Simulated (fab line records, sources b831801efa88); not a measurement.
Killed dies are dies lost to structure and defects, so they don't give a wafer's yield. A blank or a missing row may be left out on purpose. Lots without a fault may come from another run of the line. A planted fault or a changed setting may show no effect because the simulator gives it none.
Which tool did it? | flow gf180mcu | 11 lots, 33 wafers sampled, at 5 steps of a route of 602

WHAT THE GAUGES READ, wafer by wafer
GF_MVSD_TW_MEAS_11. Usual: MVSD_TW 1584, standard deviation 6.9.
lot  | measured    | on            | MVSD_TW        | flag
L818 | day 4 16:34 | film_metro-01 | 1583 1582 1575 |
L820 | day 5 05:01 | film_metro-03 | 1561 1569 1567 |
L821 | day 5 11:19 | film_metro-02 | 1588 1589 1587 |
L822 | day 5 16:08 | film_metro-01 | 1577 1578 1582 |
L823 | day 5 22:07 | film_metro-01 | 1577 1579 1585 |
L824 | day 6 04:41 | film_metro-01 | 1582 1573 1583 |
L825 | day 6 11:58 | film_metro-02 | 1587 1588 1595 |
L826 | day 6 14:52 | film_metro-02 | 1581 1596 1582 |
L836 | day 9 05:36 | film_metro-01 | 1584 1582 1580 |
L837 | day 9 10:11 | film_metro-03 | 1580 1579 1578 |
L839 | day 9 18:21 | film_metro-03 | 1590 1592 1587 |

GF_HV_LDD_CD_MEAS_07: target cd 400 nm. Usual: cd_nm 399.9 nm, standard deviation 2.2.
lot  | measured     | on        | cd_nm (nm)        | flag
L818 | day 10 06:13 | cd_sem-01 | 397.9 399.0 398.3 |
L820 | day 10 23:54 | cd_sem-02 | 398.2 400.2 399.5 |
L821 | day 11 08:16 | cd_sem-02 | 398.3 399.0 400.2 |
L822 | day 11 11:35 | cd_sem-02 | 399.2 399.1 398.2 |
L823 | day 11 21:30 | cd_sem-02 | 399.4 401.1 398.4 |
L824 | day 12 05:11 | cd_sem-02 | 400.0 398.4 398.9 |
L825 | day 12 11:16 | cd_sem-02 | 395.7 398.3 396.3 |
L826 | day 12 21:01 | cd_sem-02 | - - -             | OFF
L836 | day 16 02:22 | cd_sem-02 | 399.0 398.4 398.6 |
L837 | day 16 05:11 | cd_sem-01 | 397.5 400.7 399.5 |
L839 | day 16 19:16 | cd_sem-01 | 404.0 402.6 405.1 |

GF_HV_LDD_TW_MEAS_11. Usual: HV_LDD_TW 2419, standard deviation 13.
lot  | measured     | on            | HV_LDD_TW         | flag
L818 | day 10 06:37 | film_metro-03 | 2401 2415 2414    |
L820 | day 11 00:17 | film_metro-02 | 2435 2427 2434    |
L821 | day 11 08:40 | film_metro-01 | 2422 2402 2403    |
L822 | day 11 11:59 | film_metro-02 | 2422 2434 2439    |
L823 | day 11 21:53 | film_metro-02 | 2431 2433 2435    |
L824 | day 12 05:50 | film_metro-02 | 2438 2432 2434    |
L825 | day 12 11:41 | film_metro-01 | 2410 2402 2407    |
L826 | day 12 21:25 | film_metro-02 | 30 30 30 30 30 30 | OFF
L836 | day 16 02:45 | film_metro-01 | 2422 2418 2415    |
L837 | day 16 05:33 | film_metro-03 | 2426 2421 2412    |
L839 | day 16 19:40 | film_metro-01 | 2414 2414 2421    |

WHICH TOOL RAN EACH LOT (tool, then ch and the chambers of the sampled wafers, then the start)
lot  | GF_VT_IMPLANT_STRIP_09               | GF_HV_LDD_EXPOSE_04
L818 | plasma_asher-04 ch 0,1, day 5 21:25  | iline_stepper-02 ch 0, day 9 21:34
L820 | plasma_asher-04 ch 0,1, day 6 10:35  | iline_stepper-02 ch 0, day 10 14:25
L821 | plasma_asher-02 ch 0, day 6 17:00    | iline_stepper-02 ch 0, day 10 23:13
L822 | plasma_asher-04 ch 0,1, day 6 21:11  | iline_stepper-01 ch 0, day 11 02:30
L823 | plasma_asher-02 ch 0,1, day 7 04:15  | iline_stepper-01 ch 0, day 11 11:52
L824 | plasma_asher-04 ch 0,1, day 7 11:21  | iline_stepper-02 ch 0, day 11 20:24
L825 | plasma_asher-01 ch 0,1, day 7 19:32  | iline_stepper-02 ch 0, day 12 02:22
L826 | plasma_asher-01 ch 0,1, day 7 22:38  | iline_stepper-02 ch 0, day 12 10:46
L836 | plasma_asher-04 ch 0,1, day 10 17:23 | iline_stepper-02 ch 0, day 15 16:11
L837 | plasma_asher-01 ch 0,1, day 10 21:26 | iline_stepper-02 ch 0, day 15 18:42
L839 | plasma_asher-04 ch 0,1, day 11 05:59 | iline_stepper-02 ch 0, day 16 08:19
- GF_VT_IMPLANT_STRIP_09: strips in O2/N2.
- GF_HV_LDD_EXPOSE_04: exposes mask Nplus LV AREA, target cd 400 nm.

WHAT THE TOOLS THEMSELVES READ (means of the sampled wafers that have a number; where no wafer has one, the mark that the record gives instead)
GF_VT_IMPLANT_STRIP_09. Usual: drypump_motor_current_A 5.5 A, standard deviation 0.35; heater_power_w 313 W, standard deviation 21; oes_product_au 0.716 a.u., standard deviation 0.0046; strip_time_to_endpoint_s 12.63 s, standard deviation 0.037.
lot  | tool            | drypump_motor_current_A (A) | heater_power_w (W) | oes_product_au (a.u.) | strip_time_to_endpoint_s (s) | flag
L818 | plasma_asher-04 | 5.5                         | 312                | 0.712                 | 12.62                        |
L820 | plasma_asher-04 | 5.4                         | 298                | 0.720                 | 12.62                        |
L821 | plasma_asher-02 | 5.5                         | 286                | 0.710                 | 12.62                        |
L822 | plasma_asher-04 | 5.4                         | 297                | 0.719                 | 12.64                        |
L823 | plasma_asher-02 | 5.3                         | 311                | 0.714                 | 12.63                        |
L824 | plasma_asher-04 | 5.5                         | 310                | 0.718                 | 12.62                        |
L825 | plasma_asher-01 | 5.5                         | 318                | 0.718                 | 12.61                        |
L826 | plasma_asher-01 | 5.8                         | 317                | 0.719                 | 12.61                        |
L836 | plasma_asher-04 | 5.5                         | 311                | 0.720                 | 12.64                        |
L837 | plasma_asher-01 | 5.5                         | 314                | 0.717                 | 12.62                        |
L839 | plasma_asher-04 | 5.5                         | 307                | 0.714                 | 12.56                        |

THE ANSWER, worked out from the rows above alone
Rule: a lot is off if the mean of its wafers that have a number lies more than 3 standard deviations from the usual mean. A lot without any number at a reading at which 4 lots or more have one is off too. The other lots that the step has rows for count as sound. The gauges are gone through in route order, then the tools' own readings, and for those a lot's mean is taken as printed above. The first step at which some lot is off is used, and at that step the reading that is off furthest; a lot without a number counts as furthest.
Off: L826, at GF_HV_LDD_CD_MEAS_07 (cd_nm). Without a number there: L826.
A tool fits if, at a process step before that reading, it ran every lot that is off, and no sound lot after the first of them. The gauges at GF_HV_LDD_CD_MEAS_07 aren't tried: what is off there is off at GF_HV_LDD_TW_MEAS_11 too, on other tools, and a gauge's error can't cause that. None of those tried fits.

WHAT THE SIMULATOR HAD PUT IN
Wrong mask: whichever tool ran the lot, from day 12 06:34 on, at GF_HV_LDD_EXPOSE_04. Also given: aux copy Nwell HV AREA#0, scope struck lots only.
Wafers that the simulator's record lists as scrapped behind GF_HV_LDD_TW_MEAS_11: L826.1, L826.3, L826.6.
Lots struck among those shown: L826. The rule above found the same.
